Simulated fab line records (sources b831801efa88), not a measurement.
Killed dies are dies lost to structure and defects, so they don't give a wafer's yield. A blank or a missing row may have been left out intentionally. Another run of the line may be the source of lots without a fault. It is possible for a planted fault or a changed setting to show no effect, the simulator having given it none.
One fault through the eyes of 2 desks + flow gf180mcu + numbers are kept per desk, each desk with only its own; the story behind them comes last

## TOOL OWNER'S DESK, rtp-anneal-02
At GF_SALICIDE_RTA_06 (time 30 s), the tool's own readings, given per lot that ran on this tool as the mean of the sampled wafers with a number. If a lot's mean is further than 4 standard deviations from the usual mean, the lot is out of limits and carries the mark OUT (the distance appears in the brackets).
Columns: A = chamber-o2-ppm at GF_SALICIDE_RTA_06, usual 2.001; B = lamp-power-pct at GF_SALICIDE_RTA_06, usual 6.34 %; C = wafer_temp_C_max at GF_SALICIDE_RTA_06, usual 531.9
| lot  | first seen here | A                         | B    | C     |
|------|-----------------|---------------------------|------|-------|
| L878 | day 16 02:47    | 1.978                     | 6.29 | 532.4 |
| L883 | day 18 13:29    | 302.013 (+99 or more) OUT | 6.29 | 531.9 |
| L884 | day 19 00:50    | 302.017 (+99 or more) OUT | 6.29 | 531.3 |
| L886 | day 19 22:11    | 301.987 (+99 or more) OUT | 6.29 | 532.1 |
| L893 | day 22 04:58    | 1.986                     | 6.28 | 532.0 |
| L894 | day 22 10:58    | 2.013                     | 6.28 | 532.0 |
| L895 | day 22 12:54    | 1.977                     | 6.28 | 531.8 |
| L897 | day 23 13:54    | 2.005                     | 6.28 | 531.5 |
Finding of this desk: L883, L884, L886 out of limits; the first was L883 at day 18 13:29, on chamber-o2-ppm at GF_SALICIDE_RTA_06. L878, L893, L894, L895, L897 stayed within limits.

## AT THE METROLOGY DESK
Means of the sampled wafers that have a number, per lot and without regard to the tool the lot ran on: this is what the gauges read. If a lot's mean is further than 4 standard deviations from the usual mean, the lot is out of limits and carries the mark OUT (the distance appears in the brackets).
Columns: A = cd-nm at GF_NSD_CD_MEAS_07, usual 399.8 nm; B = cd-nm at GF_PSD_CD_MEAS_07, usual 400.0 nm
| lot  | first seen here | A     | B     |
|------|-----------------|-------|-------|
| L874 | day 13 11:04    | 398.5 | 402.3 |
| L875 | day 13 15:40    | 402.1 | 396.2 |
| L877 | day 14 04:01    | 399.6 | 400.3 |
| L878 | day 14 06:24    | 400.9 | 400.0 |
| L882 | day 16 09:46    | 401.2 | 399.8 |
| L883 | day 16 13:51    | 402.3 | 397.3 |
| L884 | day 17 00:12    | 401.6 | 403.3 |
| L886 | day 17 20:20    | 398.0 | 402.8 |
| L890 | day 18 22:39    | 400.0 | 400.2 |
| L889 | day 19 07:43    | 398.8 | 399.0 |
| L893 | day 20 04:04    | 396.9 | 403.0 |
| L894 | day 20 08:55    | 402.5 | 398.7 |
| L895 | day 20 11:24    | 397.2 | 397.6 |
| L897 | day 21 13:51    | 400.9 | 401.1 |
Finding of this desk: none of the 14 lots has anything out of limits.

## ALL TOGETHER
The tool owner's desk could have raised an alarm at day 18 13:29, on L883, L884, L886.
From the metrology desk's view, nothing was out of limits.
The metrology desk holds a record of L883, L884, L886, inside its limits.
Every lot named ran GF_SALICIDE_RTA_06 on rtp-anneal-02.

## WHAT WAS PUT IN BY THE SIMULATOR
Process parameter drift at GF_SALICIDE_RTA_06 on rtp-anneal-02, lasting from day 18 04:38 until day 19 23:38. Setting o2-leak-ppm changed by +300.
Lots struck among those shown: L883, L884, L886.
Delay in hours, fault start to first out-of-limits reading, by desk: the tool owner's desk at 9.
